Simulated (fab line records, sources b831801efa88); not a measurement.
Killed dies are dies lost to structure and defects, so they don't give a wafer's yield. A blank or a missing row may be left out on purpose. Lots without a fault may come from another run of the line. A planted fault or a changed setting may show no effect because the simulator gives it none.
Chamber matching | flow gf180mcu | GF_V4_CVD_02 on pecvd-04: 3 sister chambers
The step deposits SiO2 from TEOS, target thk 850 nm, time 94.851 s. 3 wafers are shown with their chamber, then 7 later ones without.

WAFERS WITH THEIR CHAMBER
wafer  | chamber | heater_power_w (W)
L843.3 | 0       | 603
L844.1 | 1       | 588
L844.3 | 2       | 683

WAFERS WITHOUT THEIR CHAMBER
wafer  | heater_power_w (W)
L844.4 | 748
L845.1 | 570
L845.4 | 633
L845.5 | 824
L850.4 | 852
L850.5 | 703
L850.6 | 669

WHICH CHAMBER EACH WENT THROUGH
wafer  | from the rows above          | in truth
L844.4 | can't be placed: 2 or 0 or 1 | 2
L845.1 | can't be placed: 1 or 0 or 2 | 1
L845.4 | can't be placed: 0 or 1 or 2 | 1
L845.5 | can't be placed: 2 or 0 or 1 | 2
L850.4 | can't be placed: 2 or 0 or 1 | 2
L850.5 | can't be placed: 2 or 0 or 1 | 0
L850.6 | can't be placed: 2 or 0 or 1 | 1
Placed correctly: 0 of 7. Can't be placed from these rows: 7 (the true chamber is among the candidates in 7). Placed wrongly: 0.
How it was worked out, from the rows above alone: a wafer's distance from a chamber is the root of the sum, over the readings, of the square of ((its reading less the chamber's mean) divided by the reading's scatter). The wafer belongs to the nearest chamber; if the next one is less than 2 further off, it can't be placed. A chamber's mean is the mean of its shown wafers. The scatter: with one shown wafer a chamber, the root of the mean of the squares of how far each hidden wafer lies from its nearest shown one.
